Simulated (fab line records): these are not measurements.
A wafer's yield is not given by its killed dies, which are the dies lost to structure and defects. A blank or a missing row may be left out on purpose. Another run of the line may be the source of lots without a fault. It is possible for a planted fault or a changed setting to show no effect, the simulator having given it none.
Which of the tools did it? / flow sky130 / 35 wafers from 12 lots sampled at 5 of the route's 708 steps

## WHAT THE GAUGES SHOWED, per wafer
SKY_PWDE_OVL_MEAS_07. Usual: PWDE_OVL typically reads -0.8 nm, with standard deviation 1.6.
lot=L222; measured=day 4 16:00; on=overlay-02; PWDE_OVL (nm)=-1.6 -1.2 -2.9; flag=
lot=L224; measured=day 5 02:13; on=overlay-01; PWDE_OVL (nm)=0.4 -2.2 -1.2; flag=
lot=L225; measured=day 5 02:55; on=overlay-02; PWDE_OVL (nm)=-2.6 -3.0 -0.9; flag=
lot=L226; measured=day 5 10:25; on=overlay-01; PWDE_OVL (nm)=-0.4 -0.8; flag=
lot=L227; measured=day 5 18:12; on=overlay-01; PWDE_OVL (nm)=-1.9 1.5 0.4; flag=
lot=L228; measured=day 5 22:43; on=overlay-02; PWDE_OVL (nm)=1.9 0.8 1.4; flag=
lot=L236; measured=day 8 01:14; on=overlay-02; PWDE_OVL (nm)=0.1 -1.3 0.1; flag=
lot=L238; measured=day 8 07:37; on=overlay-01; PWDE_OVL (nm)=-2.8 -2.1 -1.8; flag=
lot=L239; measured=day 8 11:10; on=overlay-02; PWDE_OVL (nm)=2.1 1.0 2.3; flag=
lot=L240; measured=day 8 18:01; on=overlay-02; PWDE_OVL (nm)=-2.7 -1.8 -1.8; flag=
lot=L241; measured=day 9 00:19; on=overlay-02; PWDE_OVL (nm)=1.4 -0.3 1.9; flag=
lot=L242; measured=day 9 07:19; on=overlay-02; PWDE_OVL (nm)=-1.6 -1.7 -2.0; flag=

SKY_NWELL_OVL_MEAS_23. Usual: NWELL_01_OVL typically reads -1.0 nm, with standard deviation 1.4.
lot=L222; measured=day 6 04:02; on=overlay-02; NWELL_01_OVL (nm)=-0.6 -0.4 -1.3; flag=
lot=L224; measured=day 6 15:46; on=overlay-01; NWELL_01_OVL (nm)=1.1 0.1 -0.2; flag=
lot=L225; measured=day 6 16:07; on=overlay-02; NWELL_01_OVL (nm)=-3.4 -0.7 -1.7; flag=
lot=L226; measured=day 6 23:58; on=overlay-01; NWELL_01_OVL (nm)=-2.4 -0.8; flag=
lot=L227; measured=day 7 08:04; on=overlay-02; NWELL_01_OVL (nm)=0.5 -0.1 -1.2; flag=
lot=L228; measured=day 7 13:35; on=overlay-01; NWELL_01_OVL (nm)=-1.9 -0.4 -1.1; flag=
lot=L236; measured=day 9 19:34; on=overlay-01; NWELL_01_OVL (nm)=-1.0 -2.0 0.1; flag=
lot=L238; measured=day 10 02:32; on=overlay-01; NWELL_01_OVL (nm)=-2.3 -2.3 -3.4; flag=
lot=L239; measured=day 10 07:07; on=overlay-02; NWELL_01_OVL (nm)=-3.1 -2.9 -1.1; flag=
lot=L240; measured=day 10 14:50; on=overlay-01; NWELL_01_OVL (nm)=0.4 1.8 1.5; flag=
lot=L241; measured=day 10 20:35; on=overlay-01; NWELL_01_OVL (nm)=-2.5 -2.3 -1.2; flag=
lot=L242; measured=day 11 06:28; on=overlay-02; NWELL_01_OVL (nm)=1.0 -0.9 -1.0; flag=

SKY_METAL2_CD_MEAS_15: target cd 140 nm. Usual: cdNm 140.6 nm, standard deviation 1.5.
lot=L222; measured=day 36 05:07; on=cdSem-01; cdNm (nm)=140.0 141.2 140.3; flag=
lot=L224; measured=day 37 01:55; on=cdSem-01; cdNm (nm)=139.7 139.8 139.0; flag=
lot=L225; measured=day 37 00:22; on=cdSem-01; cdNm (nm)=139.8 139.9 138.5; flag=
lot=L226; measured=day 37 12:53; on=cdSem-01; cdNm (nm)=117.9 118.2; flag=OFF
lot=L227; measured=day 37 21:26; on=cdSem-02; cdNm (nm)=122.7 122.0 142.1; flag=OFF
lot=L228; measured=day 38 05:19; on=cdSem-01; cdNm (nm)=142.2 142.1 121.9; flag=OFF
lot=L236; measured=day 40 17:21; on=cdSem-02; cdNm (nm)=140.4 138.6 139.5; flag=
lot=L238; measured=day 40 23:40; on=cdSem-01; cdNm (nm)=140.7 140.8 141.2; flag=
lot=L239; measured=day 41 05:30; on=cdSem-01; cdNm (nm)=138.6 139.1 138.4; flag=
lot=L240; measured=day 41 13:22; on=cdSem-02; cdNm (nm)=141.1 140.7 140.7; flag=
lot=L241; measured=day 41 21:17; on=cdSem-01; cdNm (nm)=142.4 143.6 143.3; flag=
lot=L242; measured=day 42 01:19; on=cdSem-02; cdNm (nm)=140.8 140.6 140.1; flag=

## WHICH TOOL RAN EACH LOT (tool, then ch and the chambers of the sampled wafers, then the start)
lot=L222; SKY_GATE_OXIDE_STRIP_13=plasmaAsher-03 ch 0,1, day 15 02:17; SKY_METAL2_EXPOSE_12=krfScanner-02 ch 0, day 35 15:40
lot=L224; SKY_GATE_OXIDE_STRIP_13=plasmaAsher-02 ch 0,1, day 15 17:03; SKY_METAL2_EXPOSE_12=krfScanner-01 ch 0, day 36 12:36
lot=L225; SKY_GATE_OXIDE_STRIP_13=plasmaAsher-03 ch 0,1, day 15 23:04; SKY_METAL2_EXPOSE_12=krfScanner-01 ch 0, day 36 11:15
lot=L226; SKY_GATE_OXIDE_STRIP_13=plasmaAsher-02 ch 0,1, day 16 07:20; SKY_METAL2_EXPOSE_12=krfScanner-01 ch 0, day 37 00:05
lot=L227; SKY_GATE_OXIDE_STRIP_13=plasmaAsher-03 ch 0,1, day 16 11:53; SKY_METAL2_EXPOSE_12=krfScanner-01 ch 0, day 37 09:25
lot=L228; SKY_GATE_OXIDE_STRIP_13=plasmaAsher-02 ch 0,1, day 17 07:23; SKY_METAL2_EXPOSE_12=krfScanner-01 ch 0, day 37 17:09
lot=L236; SKY_GATE_OXIDE_STRIP_13=plasmaAsher-03 ch 1, day 20 05:55; SKY_METAL2_EXPOSE_12=krfScanner-02 ch 0, day 40 04:41
lot=L238; SKY_GATE_OXIDE_STRIP_13=plasmaAsher-04 ch 0,1, day 20 14:46; SKY_METAL2_EXPOSE_12=krfScanner-02 ch 0, day 40 12:09
lot=L239; SKY_GATE_OXIDE_STRIP_13=plasmaAsher-04 ch 0,1, day 20 18:32; SKY_METAL2_EXPOSE_12=krfScanner-02 ch 0, day 40 17:55
lot=L240; SKY_GATE_OXIDE_STRIP_13=plasmaAsher-03 ch 0,1, day 21 07:06; SKY_METAL2_EXPOSE_12=krfScanner-02 ch 0, day 41 01:49
lot=L241; SKY_GATE_OXIDE_STRIP_13=plasmaAsher-02 ch 0,1, day 21 11:05; SKY_METAL2_EXPOSE_12=krfScanner-02 ch 0, day 41 09:34
lot=L242; SKY_GATE_OXIDE_STRIP_13=plasmaAsher-03 ch 0, day 22 00:25; SKY_METAL2_EXPOSE_12=krfScanner-02 ch 0, day 41 14:10
- SKY_GATE_OXIDE_STRIP_13: strips in O2/N2.
- SKY_METAL2_EXPOSE_12: exposes mask MM2, target cd 140 nm.

## WHAT THE TOOLS THEMSELVES READ (means of the sampled wafers that have a number; where no wafer has one, the mark that the record gives instead)
SKY_GATE_OXIDE_STRIP_13. Usual: drypumpMotorCurrentA 5.9 A, standard deviation 0.35; oesProductAu 0.715 a.u., standard deviation 0.0048; stripTimeToEndpointS 14.19 s, standard deviation 0.048.
lot=L222; tool=plasmaAsher-03; drypumpMotorCurrentA (A)=5.9; oesProductAu (a.u.)=0.719; stripTimeToEndpointS (s)=14.09; flag=
lot=L224; tool=plasmaAsher-02; drypumpMotorCurrentA (A)=5.8; oesProductAu (a.u.)=0.716; stripTimeToEndpointS (s)=14.15; flag=
lot=L225; tool=plasmaAsher-03; drypumpMotorCurrentA (A)=5.9; oesProductAu (a.u.)=0.717; stripTimeToEndpointS (s)=14.16; flag=
lot=L226; tool=plasmaAsher-02; drypumpMotorCurrentA (A)=6.0; oesProductAu (a.u.)=0.718; stripTimeToEndpointS (s)=14.25; flag=
lot=L227; tool=plasmaAsher-03; drypumpMotorCurrentA (A)=5.9; oesProductAu (a.u.)=0.715; stripTimeToEndpointS (s)=14.16; flag=
lot=L228; tool=plasmaAsher-02; drypumpMotorCurrentA (A)=5.8; oesProductAu (a.u.)=0.715; stripTimeToEndpointS (s)=14.22; flag=
lot=L236; tool=plasmaAsher-03; drypumpMotorCurrentA (A)=6.0; oesProductAu (a.u.)=0.716; stripTimeToEndpointS (s)=14.17; flag=
lot=L238; tool=plasmaAsher-04; drypumpMotorCurrentA (A)=5.8; oesProductAu (a.u.)=0.714; stripTimeToEndpointS (s)=14.14; flag=
lot=L239; tool=plasmaAsher-04; drypumpMotorCurrentA (A)=5.9; oesProductAu (a.u.)=0.711; stripTimeToEndpointS (s)=14.13; flag=
lot=L240; tool=plasmaAsher-03; drypumpMotorCurrentA (A)=5.9; oesProductAu (a.u.)=0.716; stripTimeToEndpointS (s)=14.19; flag=
lot=L241; tool=plasmaAsher-02; drypumpMotorCurrentA (A)=5.8; oesProductAu (a.u.)=0.718; stripTimeToEndpointS (s)=14.16; flag=
lot=L242; tool=plasmaAsher-03; drypumpMotorCurrentA (A)=5.8; oesProductAu (a.u.)=0.714; stripTimeToEndpointS (s)=14.20; flag=

## THE ANSWER, worked out from the rows above alone
Rule: lot off if the mean of its wafers having a number is beyond 3 standard deviations from the usual mean. A lot without any number at a reading at which 4 lots or more have one is off too. Any other lot the step has rows for is counted as sound. After the gauges, taken in route order, come the tools' own readings; for these a lot's mean is taken, as printed above. The first step at which some lot is off is used, and at that step the reading that is off furthest; a lot without a number counts as furthest.
Off: L226, L227, L228, at SKY_METAL2_CD_MEAS_15 (cdNm).
If a tool, at a process step before that reading, ran all the lots that are off and no sound lot after the first of them, it fits. Gauges at SKY_METAL2_CD_MEAS_15: tried the same way as those tools. One fits: SKY_METAL2_EXPOSE_12 on krfScanner-01. Its last sound lot is L224 (day 36 12:36), its first lot that is off L226 (day 37 00:05): a fault that began between those two fits.

## WHAT THE SIMULATOR PUT IN
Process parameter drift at SKY_METAL2_EXPOSE_12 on krfScanner-01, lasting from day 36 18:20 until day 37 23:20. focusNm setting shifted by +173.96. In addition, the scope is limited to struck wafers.
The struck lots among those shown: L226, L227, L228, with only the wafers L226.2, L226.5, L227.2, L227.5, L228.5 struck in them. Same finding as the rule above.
